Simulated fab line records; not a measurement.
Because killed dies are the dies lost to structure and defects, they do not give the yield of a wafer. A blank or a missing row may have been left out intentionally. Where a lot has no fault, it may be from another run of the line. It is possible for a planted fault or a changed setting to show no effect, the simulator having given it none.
Split-lot experiment	flow sky130	on a route of 708 steps: 5 lots, 23 wafers read

== THE SPLIT ==
At SKY_SD_P_DEVELOP_06 (develop time 60 s), the setting developTimeS was moved away from the recipe's 60 s on 8 of the 23 wafers read, by +9.2% to +12.9%. The other wafers ran this setting at the recipe's value.

The file shows no step between the split and the reading.

== THE READING ==
Shown in nm: cdNm at SKY_SD_P_CD_MEAS_07, with target cd 380 nm. Fault-free wafers of this fab line usually give 380.6 nm, standard deviation 2.4 nm.

wafer	tool, chamber at the split	developTimeS as run, s	against the recipe	cdNm, nm	against lot-mates on the recipe
L074.1	lithoTrack-03, 0	60	recipe	382.5	-
L074.2	lithoTrack-03, 0	66.09	+10.2%	390.4	+8.0
L074.3	lithoTrack-03, 0	66.09	+10.2%	390.5	+8.1
L074.4	lithoTrack-03, 0	60	recipe	382.2	-
L074.6	lithoTrack-03, 0	66.09	+10.2%	390.5	+8.1
L075.1	lithoTrack-03, 0	65.51	+9.2%	387.4	+7.1
L075.3	lithoTrack-03, 0	60	recipe	380.6	-
L075.4	lithoTrack-03, 0	60	recipe	379.7	-
L075.5	lithoTrack-03, 0	60	recipe	380.6	-
L075.6	lithoTrack-03, 0	65.51	+9.2%	390.8	+10.5
L076.1	lithoTrack-01, 0	67.75	+12.9%	392.4	+11.0
L076.2	lithoTrack-01, 0	67.75	+12.9%	389.2	+7.8
L076.3	lithoTrack-01, 0	67.75	+12.9%	392.2	+10.8
L076.5	lithoTrack-01, 0	60	recipe	381.2	-
L076.6	lithoTrack-01, 0	60	recipe	381.5	-
L077.1	lithoTrack-01, 0	60	recipe	381.3	-
L077.2	lithoTrack-01, 0	60	recipe	380.0	-
L077.3	lithoTrack-01, 0	60	recipe	382.6	-
L077.4	lithoTrack-01, 0	60	recipe	377.4	-
L077.6	lithoTrack-01, 0	60	recipe	383.8	-
L081.1	lithoTrack-03, 0	60	recipe	382.7	-
L081.2	lithoTrack-03, 0	60	recipe	382.3	-
L081.3	lithoTrack-03, 0	60	recipe	383.7	-

THE FIT
A straight line over all 23 wafers: cdNm changes by +0.808 nm for each +1% of developTimeS; r = +0.94; the points scatter about the line by 1.6 nm.
The same after taking each lot's own level away (the mean of its wafers on the recipe; 23 wafers): +0.806 nm for each +1%; r = +0.95; scatter 1.4 nm.
According to that fit, moving developTimeS by its largest amount changes the reading by 10 nm.
The span of the lots' own levels, 380.30 to 382.90 nm, comes to 1.1 times the standard deviation stated above.
Hence the lot-to-lot level has little effect on the slope; both slopes agree.
Check: +10.3 nm against its lot-mates is what the line predicts for one of the wafers moved furthest among these (+12.9%) when that wafer is left out of the fit. Against them it came out at +11 nm.

== FILE'S OWN FIT ==
cdNm changes by +0.822 nm for each +1% of developTimeS, r = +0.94.
